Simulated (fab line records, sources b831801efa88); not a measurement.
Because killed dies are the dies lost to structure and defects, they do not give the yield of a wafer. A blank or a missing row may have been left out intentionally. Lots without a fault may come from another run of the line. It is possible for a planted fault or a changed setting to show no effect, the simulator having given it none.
fab line records ; flow sky130
record lots=14; wafers=42; lastDay=50
route steps=708 shown FIELD_ISO@15 LDD_N@251
lots untouched by any fault: they come from a run of this same line in which no faults occurred
startH: hours from the record's first day to the start of the lot's first wafer shown ; waitH: hours from the lot's prior step to this one ; " same as the row above ; L1.1+2: a row that stands for several wafers ; - either no value or no given start ; * or withheld: withheld ; < > ~ a bound
route shown NAME@n: a module of which the file shows steps, and the number in the route of the first ; usual: average and standard deviation across the fault-free wafers ; same: alike in all rows ; chamber/n: place in a boat ; sites: readings site by site ; _std_site: standard deviation of those values ; _edge_site: mean of outer sites minus mean of inner sites ; radiusMm: for every site, how far away it sits from the centre of the wafer ; mask NAME#n: copy n ; behind: the last tool/chamber to shape the wafer ; hold: why the lot was held/for how many hours/how that ended ; device: names the non-switching transistor (n, p or np) ; end of line: the same wafers' tests at the end of the route ; a step given without rows: its recipe and nothing more ; killed: count of dies lost to structure and defects at first sort (not the wafer's yield) ; map: shows each die of a wafer: x if killed, . if not, _ if none is there
set.NAME: the setting that was run; set.NAME@STEP: the one run at that earlier step ; model.NAME: the simulator's own value behind a step, which no gauge read
one table for each step of the route and one row for each wafer, over a sample of lots
services: when a tool's chamber went out of use (startH, in hours from the record's first day, below 0 if earlier), for how many hours, and the reason
## steps
# step SKY_FIELD_ISO_ETCH_14
# recipe chemistry=N2/H2; target=BARC; ionEnergyEv=200; sourceW=500; biasW=100; pressureMtorr=30; n2FlowSccm=100; h2FlowSccm=200; stopOn=SiO2; timeS=45.9; targetDepthA=600
# usual drypumpMotorCurrentA=5.6/0.48; h2FlowSccm=200.0/0.6; oesProductAu=0.855/0.0048; rfFwdPowerW=494.8/2; throttleValvePct=13.226/0.0091
lot.wafer;tool;chamber;startH;waitH;drypumpMotorCurrentA;h2FlowSccm;oesProductAu;rfFwdPowerW;rfHoursCounterH;throttleValvePct
L519.1;rieDiel-02;2;29.06;0.1;5.1;199.3;0.857;497.2;69;13.234
L519.3;rieDiel-02;3;29.06;0.1;6.2;200.1;0.848;493.1;78;13.217
L519.4;rieDiel-02;2;29.06;0.1;5.1;200.7;0.846;499.0;-;13.228
L521.1;rieDiel-02;3;42.17;0.1;6.2;199.7;0.858;495.7;79;13.242
L521.3;rieDiel-02;2;42.17;0.1;5.1;200.9;0.856;496.0;69;13.211
L521.5;rieDiel-02;0;42.17;0.1;5.0;200.1;0.859;492.7;-;13.212
L522.1;rieDiel-01;2;47.03;0.1;6.2;199.7;0.843;495.5;3;13.205
L522.2;rieDiel-01;0;47.03;0.1;5.4;200.1;0.852;498.6;130;13.226
L522.3;rieDiel-01;3;47.03;0.1;4.9;200.4;0.848;495.5;131;13.208
L523.2;rieDiel-01;2;54.13;0.1;6.2;199.7;0.854;493.7;3;13.204
L523.5;rieDiel-01;0;54.13;0.1;5.4;199.6;0.845;495.5;-;13.212
L523.6;rieDiel-01;1;54.13;0.1;5.3;199.8;0.853;493.8;-;13.225
L525.2;rieDiel-01;3;59.85;0.1;4.9;199.4;0.854;494.8;131;13.228
L525.3;rieDiel-01;2;59.85;0.1;6.1;198.9;0.852;496.0;3;13.228
L525.6;rieDiel-01;2;59.85;0.1;6.2;199.5;0.852;497.2;-;13.208
L527.3;rieDiel-01;3;71.10;0.1;5.0;199.3;0.862;491.1;131;13.220
L527.5;rieDiel-01;2;71.10;0.1;6.2;199.7;0.858;495.2;-;13.221
L527.6;rieDiel-01;3;71.10;0.1;5.0;199.9;0.857;495.5;-;13.215
L528.2;rieDiel-02;2;76.81;0.1;5.2;199.4;0.856;495.9;70;13.223
L528.5;rieDiel-02;3;76.81;0.1;6.2;200.1;0.857;494.3;-;13.228
L528.6;rieDiel-02;2;76.81;0.1;5.1;199.8;0.852;495.8;-;13.231
L529.4;rieDiel-03;0;80.01;0.0;5.1;201.6;0.855;495.7;23;13.224
L529.5;rieDiel-03;1;80.01;0.0;6.1;199.8;0.854;493.1;-;13.232
L529.6;rieDiel-03;0;80.01;0.0;5.1;200.5;0.856;496.8;-;13.218
L531.1;rieDiel-03;2;92.01;0.1;6.2;200.3;0.857;492.4;36;13.243
L531.2;rieDiel-03;0;92.01;0.1;5.1;199.9;0.855;494.3;24;13.212
L531.3;rieDiel-03;3;92.01;0.1;6.1;200.7;0.859;496.8;25;13.237
L532.1;rieDiel-01;3;97.49;0.1;4.9;200.7;0.855;494.8;132;13.237
L532.3;rieDiel-01;2;97.49;0.1;6.2;200.1;0.852;495.1;3;13.211
L532.6;rieDiel-01;0;97.49;0.1;5.5;200.7;0.853;495.0;-;13.232
L533.1;rieDiel-03;3;102.43;0.1;6.1;198.7;0.856;494.5;25;13.231
L533.2;rieDiel-03;2;102.43;0.1;6.2;199.7;0.859;493.7;36;13.244
L533.4;rieDiel-03;1;102.43;0.1;6.1;201.0;0.848;495.1;126;13.242
L534.2;rieDiel-01;0;107.06;0.1;5.4;199.6;0.857;497.4;131;13.219
L534.3;rieDiel-01;1;107.06;0.1;5.3;201.0;0.861;495.0;148;13.230
L534.6;rieDiel-01;0;107.06;0.1;5.4;200.3;0.858;496.6;-;13.236
L538.1;rieDiel-02;3;128.93;0.1;6.2;199.8;0.859;493.5;81;13.213
L538.5;rieDiel-02;2;128.93;0.1;5.1;200.2;0.852;497.6;-;13.236
L538.6;rieDiel-02;3;128.93;0.1;6.2;200.1;0.856;494.1;-;13.216
L542.1;rieDiel-02;1;151.33;0.1;5.8;200.1;0.857;493.0;2;13.225
L542.5;rieDiel-02;3;151.33;0.1;6.2;199.6;0.848;494.0;-;13.242
L542.6;rieDiel-02;0;151.33;0.1;5.0;199.6;0.858;494.1;-;13.205
# step SKY_FIELD_ISO_THK_MEAS_23
# recipe reads=SiO2_of_FIELD_ISO_OXIDATION_22
# usual FIELD_ISO_OXIDATION_01_THK=10.00/0.23
lot.wafer;tool;chamber;startH;waitH;FIELD_ISO_OXIDATION_01_THK[nm]
L519.1;filmMetro-01;-;30.80;0.0;9.58
L519.3;filmMetro-01;-;30.80;0.0;9.68
L519.4;filmMetro-01;-;30.80;0.0;9.79
L521.1;filmMetro-02;-;43.90;0.0;9.92
L521.3;filmMetro-02;-;43.90;0.0;10.03
L521.5;filmMetro-02;-;43.90;0.0;9.98
L522.1;filmMetro-01;-;48.97;0.0;9.71
L522.2;filmMetro-01;-;48.97;0.0;9.71
L522.3;filmMetro-01;-;48.97;0.0;9.58
L523.2;filmMetro-04;-;57.16;0.0;9.87
L523.5;filmMetro-04;-;57.16;0.0;9.63
L523.6;filmMetro-04;-;57.16;0.0;9.66
L525.2;filmMetro-04;-;62.35;0.0;10.01
L525.3;filmMetro-04;-;62.35;0.0;9.87
L525.6;filmMetro-04;-;62.35;0.0;10.05
L527.3;filmMetro-04;-;74.87;0.0;9.87
L527.5;filmMetro-04;-;74.87;0.0;9.84
L527.6;filmMetro-04;-;74.87;0.0;9.65
L528.2;filmMetro-02;-;78.54;0.0;9.97
L528.5;filmMetro-02;-;78.54;0.0;9.91
L528.6;filmMetro-02;-;78.54;0.0;10.06
L529.4;filmMetro-01;-;82.84;0.0;9.89
L529.5;filmMetro-01;-;82.84;0.0;9.94
L529.6;filmMetro-01;-;82.84;0.0;10.15
L531.1;filmMetro-02;-;94.21;0.0;10.06
L531.2;filmMetro-02;-;94.21;0.0;9.93
L531.3;filmMetro-02;-;94.21;0.0;10.03
L532.1;filmMetro-01;-;101.33;0.0;10.49
L532.3;filmMetro-01;-;101.33;0.0;10.29
L532.6;filmMetro-01;-;101.33;0.0;10.40
L533.1;filmMetro-02;-;106.86;0.0;10.15
L533.2;filmMetro-02;-;106.86;0.0;10.20
L533.4;filmMetro-02;-;106.86;0.0;10.13
L534.2;filmMetro-01;-;110.63;0.0;9.88
L534.3;filmMetro-01;-;110.63;0.0;9.92
L534.6;filmMetro-01;-;110.63;0.0;9.90
L538.1;filmMetro-01;-;131.28;0.0;9.96
L538.5;filmMetro-01;-;131.28;0.0;10.14
L538.6;filmMetro-01;-;131.28;0.0;9.98
L542.1;filmMetro-04;-;154.08;0.0;10.27
L542.5;filmMetro-04;-;154.08;0.0;10.28
L542.6;filmMetro-04;-;154.08;0.0;10.14
# step SKY_FIELD_ISO_CMP_27
# recipe stopOn=Si3N4; tOverpolishS=16; downForcePsi=4; platenRpm=60; targetThkNm=457.8; padVelocityMS=0.94248
# usual headPressurePsi=3.999/0.0086; motorCurrentA=12.8/1.1; overpolishRunS=16.001/0.0085; timeToEndpointS=110/5.6
# same tOverpolishS=16
lot.wafer;tool;chamber;startH;waitH;headPressurePsi;motorCurrentA;overpolishRunS;timeToEndpointS
L519.3;cmp-01;2;33.86;0.1;3.999;11.5;16.000;106
L519.4;cmp-01;3;33.86;0.1;3.987;13.1;16.009;111
L519.1;cmp-01;0;33.86;0.1;3.993;13.7;16.004;101
L521.1;cmp-01;2;45.59;0.0;3.984;11.0;16.012;100
L521.3;cmp-01;0;45.59;0.0;4.004;13.5;15.997;100
L521.5;cmp-01;3;45.59;0.0;4.010;13.4;16.005;104
L522.1;cmp-02;0;50.66;0.0;4.015;13.1;15.998;103
L522.3;cmp-02;1;50.66;0.0;4.011;13.8;15.990;123
L522.2;cmp-02;2;50.66;0.0;4.000;11.3;16.000;110
L523.2;cmp-01;2;61.32;0.1;4.007;11.4;15.991;109
L523.5;cmp-01;3;61.32;0.1;4.009;13.9;15.987;103
L523.6;cmp-01;0;61.32;0.1;3.986;14.7;15.995;102
L525.3;cmp-02;3;64.97;0.0;3.992;12.1;16.011;106
L525.2;cmp-02;0;64.97;0.0;3.986;11.9;16.003;103
L525.6;cmp-02;3;64.97;0.0;4.011;12.3;16.010;109
L527.3;cmp-01;0;76.59;0.1;3.994;14.3;16.000;109
L527.5;cmp-01;3;76.59;0.1;3.990;13.7;16.019;105
L527.6;cmp-01;0;76.59;0.1;4.007;13.2;16.009;104
L528.2;cmp-02;0;80.39;0.2;4.006;12.5;15.998;105
L528.5;cmp-02;2;80.39;0.2;4.003;11.3;16.005;114
L528.6;cmp-02;3;80.39;0.2;3.995;11.3;15.988;108
L529.4;cmp-01;3;84.60;0.1;4.012;12.9;16.001;109
L529.5;cmp-01;1;84.60;0.1;4.006;13.8;16.013;118
L529.6;cmp-01;2;84.60;0.1;3.996;11.1;16.013;115
L531.2;cmp-01;3;95.96;0.1;3.994;13.5;15.992;108
L531.1;cmp-01;0;95.96;0.1;4.000;13.6;16.013;103
L531.3;cmp-01;1;95.96;0.1;3.994;13.4;16.012;114
L532.1;cmp-02;1;105.74;0.1;3.996;13.2;16.003;125
L532.3;cmp-02;3;105.74;0.1;3.987;11.7;15.993;113
L532.6;cmp-02;1;105.74;0.1;4.007;12.6;15.996;124
L533.2;cmp-01;2;109.61;0.0;4.006;10.9;16.011;108
L533.1;cmp-01;3;109.61;0.0;4.005;13.0;16.002;110
L533.4;cmp-01;0;109.61;0.0;4.004;14.9;15.998;104
L534.3;cmp-01;0;113.68;0.1;4.016;13.6;15.990;110
L534.2;cmp-01;1;113.68;0.1;3.994;14.1;16.006;116
L534.6;cmp-01;0;113.68;0.1;4.014;13.6;15.996;102
L538.1;cmp-01;0;133.42;0.1;3.994;14.0;16.009;104
L538.5;cmp-01;1;133.42;0.1;4.009;13.1;16.011;118
L538.6;cmp-01;2;133.42;0.1;3.994;11.2;15.991;113
L542.1;cmp-02;3;158.27;0.1;4.012;12.6;15.998;108
L542.6;cmp-02;2;158.27;0.1;3.996;11.4;15.998;106
L542.5;cmp-02;3;158.27;0.1;4.006;11.6;16.012;109
# step SKY_LDD_N_IMPLANT_14
# recipe species=BF2; energyKev=50; doseCm2=5e+12; tiltDeg=30; rotationDeg=180
# usual doseIonsCm2=4.999e+12/5.9e+09; faradayCurrentUA=28.2/0.58
lot.wafer;tool;chamber;startH;waitH;doseIonsCm2;faradayCurrentUA
L519.1;implanter-04;0;405.20;0.1;4.991e+12;28.0
L519.3;implanter-04;0;405.20;0.1;4.997e+12;28.2
L519.4;implanter-04;0;405.20;0.1;5.003e+12;28.0
L521.1;implanter-04;0;420.85;0.1;5.002e+12;28.2
L521.3;implanter-04;0;420.85;0.1;5.011e+12;28.1
L521.5;implanter-04;0;420.85;0.1;5.005e+12;27.5
L522.1;implanter-01;0;434.65;0.1;4.997e+12;27.8
L522.2;implanter-01;0;434.65;0.1;4.997e+12;29.2
L522.3;implanter-01;0;434.65;0.1;4.999e+12;28.3
L523.2;implanter-01;0;449.53;0.1;4.998e+12;28.8
L523.5;implanter-01;0;449.53;0.1;5.001e+12;28.4
L523.6;implanter-01;0;449.53;0.1;4.998e+12;28.1
L525.2;implanter-04;0;455.42;0.1;5.005e+12;28.2
L525.3;implanter-04;0;455.42;0.1;5.006e+12;27.8
L525.6;implanter-04;0;455.42;0.1;4.997e+12;27.3
L527.3;implanter-03;0;476.99;0.1;5e+12;28.4
L527.5;implanter-03;0;476.99;0.1;4.987e+12;27.2
L527.6;implanter-03;0;476.99;0.1;4.992e+12;28.7
L528.2;implanter-03;0;486.83;0.1;4.989e+12;27.3
L528.5;implanter-03;0;486.83;0.1;5.006e+12;28.3
L528.6;implanter-03;0;486.83;0.1;4.994e+12;27.5
L529.4;implanter-03;0;491.77;0.1;5.005e+12;28.4
L529.5;implanter-03;0;491.77;0.1;4.994e+12;29.1
L529.6;implanter-03;0;491.77;0.1;4.995e+12;28.6
L531.1;implanter-03;0;506.80;0.1;4.998e+12;27.8
L531.2;implanter-03;0;506.80;0.1;4.994e+12;28.4
L531.3;implanter-03;0;506.80;0.1;4.998e+12;29.2
L532.1;implanter-03;0;526.20;0.1;3.822e+12;22.4
L532.3;implanter-03;0;526.20;0.1;3.823e+12;21.1
L532.6;implanter-03;0;526.20;0.1;3.808e+12;22.0
L533.1;implanter-03;0;533.19;0.1;3.806e+12;21.2
L533.2;implanter-03;0;533.19;0.1;3.806e+12;21.4
L533.4;implanter-03;0;533.19;0.1;3.804e+12;21.7
L534.2;implanter-01;0;538.32;0.1;4.997e+12;28.0
L534.3;implanter-01;0;538.32;0.1;4.996e+12;28.9
L534.6;implanter-01;0;538.32;0.1;4.999e+12;27.1
L538.1;implanter-01;0;566.64;0.1;5.008e+12;28.7
L538.5;implanter-01;0;566.64;0.1;4.997e+12;27.8
L538.6;implanter-01;0;566.64;0.1;5.001e+12;29.6
L542.1;implanter-01;0;607.09;0.1;4.994e+12;27.6
L542.5;implanter-01;0;607.09;0.1;4.994e+12;28.3
L542.6;implanter-01;0;607.09;0.1;4.997e+12;27.9
## services
tool;chamber;startH;hours;kind
rieDiel-01;-;18.87;15.6;pm
rieDiel-01;1;35.42;6.0;repair
rieDiel-01;2;36.48;3.2;repair
rieDiel-01;-;47.65;0.6;repair
cmp-01;-;64.00;4.0;pm
cmp-01;-;104.21;0.3;repair
cmp-01;-;118.55;0.7;repair
cmp-01;-;126.70;1.9;repair
cmp-01;-;158.78;1.3;repair
cmp-01;-;161.86;1.6;repair
cmp-01;-;174.44;1.4;repair
cmp-01;-;284.49;0.2;repair
cmp-01;-;296.95;4.6;pm
cmp-01;-;302.48;1.0;repair
cmp-01;-;330.51;2.3;repair
cmp-01;-;384.22;1.4;repair
cmp-01;-;393.41;0.7;repair
cmp-01;-;404.05;4.0;pm
cmp-01;-;418.97;1.5;repair
cmp-01;-;479.88;23.8;repair
cmp-01;-;526.67;1.0;repair
cmp-01;-;553.26;1.1;repair
cmp-01;-;560.91;2.6;repair
cmp-01;-;588.52;5.0;pm
## key
firstSign step=SKY_LDD_N_IMPLANT_14; reading=doseIonsCm2; direction=down; sigmas=99+; usual=*; struck=*
effect step=SKY_LDD_N_IMPLANT_14; reading=faradayCurrentUA; direction=down; sigmas=11; usual=28.2; struck=21.7
metAt SKY_LDD_N_IMPLANT_14
struckLots L532,L533
sortLeftOut L533.1,L533.2,L533.4
testerLeftOut L532,L533
notActingAt SKY_FIELD_ISO_ETCH_14,SKY_FIELD_ISO_THK_MEAS_23,SKY_FIELD_ISO_CMP_27
onsetBetween 506.80 526.20
fault kind=processParameterDrift; tool=implanter-03; chamber=-; onsetH=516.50; steps=SKY_LDD_N_IMPLANT_14; channel=doseCm2; offset=*; shape=step; endH=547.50; actsIn=*; stated=*
# testerLeftOut: of these lots the tester's yield and bins aren't shown, on N5 and GAA mostly nor the transistor test; their killed dies are dies lost to structure and defects alone, not to doping, threshold or leakage, so they don't give the yield
# sortLeftOut: the simulated sort isn't trusted on such a fault, so these wafers' sort isn't shown, and their yield isn't known
